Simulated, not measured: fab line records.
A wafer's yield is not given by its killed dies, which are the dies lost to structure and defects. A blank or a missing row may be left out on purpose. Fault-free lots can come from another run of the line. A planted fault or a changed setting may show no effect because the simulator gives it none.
Struck lot and sound lot, side by side ; flow sky130 ; 34 out of 708 route steps
Sound: the wafers L415.1, L415.3, L415.5. Struck: wafer L420.5 (L420.4, L420.6, from the same lot, were not struck and are left out); the cause is given at the end.
For every step that has rows: the tool of each side, followed by ch and its chambers, followed by its first start. Under that, the readings that differ: sound wafers ; struck wafers ; difference of the means ; sigmas: that difference in standard deviations of wafers without a fault.
alike: words and numbers the same on both sides, and readings whose means are apart by under 2 such deviations; not compared: readings that were withheld, readings missing a value for some wafer, numbers with overlapping values and no deviation given by the record, and bounds like >300 which may hide the same value.
Wherever a step has rows on one side only, a row that says differs or no value, or a row with sigmas, the two part there. Numbers that don't overlap but have no deviation are shown without sigmas and don't part them. A reading missing from all wafers of one side parts the sides only when that side holds two or more wafers.

first, 9 steps without rows for these wafers: SKY_VIA2_CMP_02 (polishes SiO2); SKY_VIA2_DEHYDRATE_04 (time 60 s); SKY_VIA2_HMDS_05 (prime time 60 s); SKY_VIA2_COAT_06 (resist thk 60 nm); SKY_VIA2_COAT_07 (resist thk 450 nm); SKY_VIA2_SOFTBAKE_08 (time 90 s); SKY_VIA2_EXPOSE_09 (exposes mask VIM2, target cd 200 nm); SKY_VIA2_PEB_10; SKY_VIA2_DEVELOP_11 (develop time 60 s).
SKY_VIA2_ETCH_14: etches BARC in N2/H2, stops on SiO2, time 45.9 s, target depth 60 nm.
  sound on rie_diel-02 ch 1,2, day 41 07:40; struck on rie_diel-02 ch 1, day 42 04:19
  alike: drypump_motor_current_A, oes_product_au, throttle_valve_pct
  not compared: rf_hours_counter_h
then, 23 steps without rows for these wafers: SKY_VIA2_ETCH_15 (etches SiO2 in C4F8/O2/Ar, stops on TiN, target depth 546 nm, time 84 s); SKY_VIA2_STRIP_16 (strips in O2/N2); SKY_VIA2_STRIP_17 (strips in post etch residue remover, time 1200 s); SKY_VIA2_CLEAN_18 (cleans in IPA, time 180 s); SKY_VIA2_CLEAN_19 (cleans in O3/DIW); SKY_VIA2_SPUTTER_20 (material TiN, target thk 20 nm, time 80 s); SKY_VIA2_CVD_21 (deposits W, target thk 420 nm, time 126.4 s); SKY_VIA2_CMP_24 (polishes, stops on SiO2, t overpolish 20 s, target thk 0 nm); SKY_METAL3_SPUTTER_00 (material Ti, target thk 15 nm, time 10 s); SKY_METAL3_SPUTTER_01 (material TiN, target thk 20 nm, time 16.7 s); SKY_METAL3_SPUTTER_02 (material AlCu, target thk 735 nm, time 39.1 s); SKY_METAL3_SPUTTER_03 (material Ti, target thk 5 nm, time 3.3 s); SKY_METAL3_SPUTTER_04 (material TiN, target thk 70 nm, time 58.3 s); SKY_CAPM_CVD_00 (deposits SiO2, target thk 15.5 nm); SKY_CAPM_SPUTTER_02 (material TiN, target thk 200 nm, time 166.7 s); SKY_CAPM_DEHYDRATE_05 (time 60 s); SKY_CAPM_HMDS_06 (prime time 60 s); SKY_CAPM_COAT_07 (resist thk 1140 nm); SKY_CAPM_SOFTBAKE_08 (time 60 s); SKY_CAPM_EXPOSE_09 (exposes mask CAPM, target cd 1000 nm); SKY_CAPM_PEB_10; SKY_CAPM_DEVELOP_11 (develop time 60 s); SKY_CAPM_METAL_ETCH_13 (etches TiN in Cl2/BCl3, stops on SiO2, target depth 220 nm, time 62.9 s).
-- the record jumps here: 8 days lie between the struck wafers' starts before and after (it left off in module CAPM and takes up again in module PAD_OPEN, whose first step shown is number 708 of the route) --
SKY_PAD_OPEN_PROBE_99:
  struck on prober-02, day 50 08:42; sound on prober-01, day 49 14:01
reading;sound;struck;difference;sigmas
defect_limited_yield (%);80.9 84.3 80.1;77.4;-4.4;-2
killed_at_M0_to_M3;46 36 55;66;+20;+3
killed_dies;94 77 98;111;+21;+2
killed_on_rim;22 9 28;29;+9;+2
sort_n_pass;398 415 394;381;-21;-2
sort_yield_pct (%);80.9 84.3 80.1;77.4;-4.4;-2
model.etest.tester.sort_n_pass;398 415 394;381;-21;
model.etest.tester.sort_yield_pct (%);80.89 84.35 80.08;77.44;-4.33;
model.etest.tester.sort_bin_3_pct (%);1.016 1.423 0.813;1.626;+0.542;
  alike: killed_at_M4_up, killed_at_contacts, killed_at_front_end, killed_at_other, killed_open, killed_short, sort_bin_3_pad_short, sort_bin_5_function, sort_bin_6_memory

## WHERE THEY PART
Within this record, at SKY_PAD_OPEN_PROBE_99 only.

WHY: what the simulator had put in
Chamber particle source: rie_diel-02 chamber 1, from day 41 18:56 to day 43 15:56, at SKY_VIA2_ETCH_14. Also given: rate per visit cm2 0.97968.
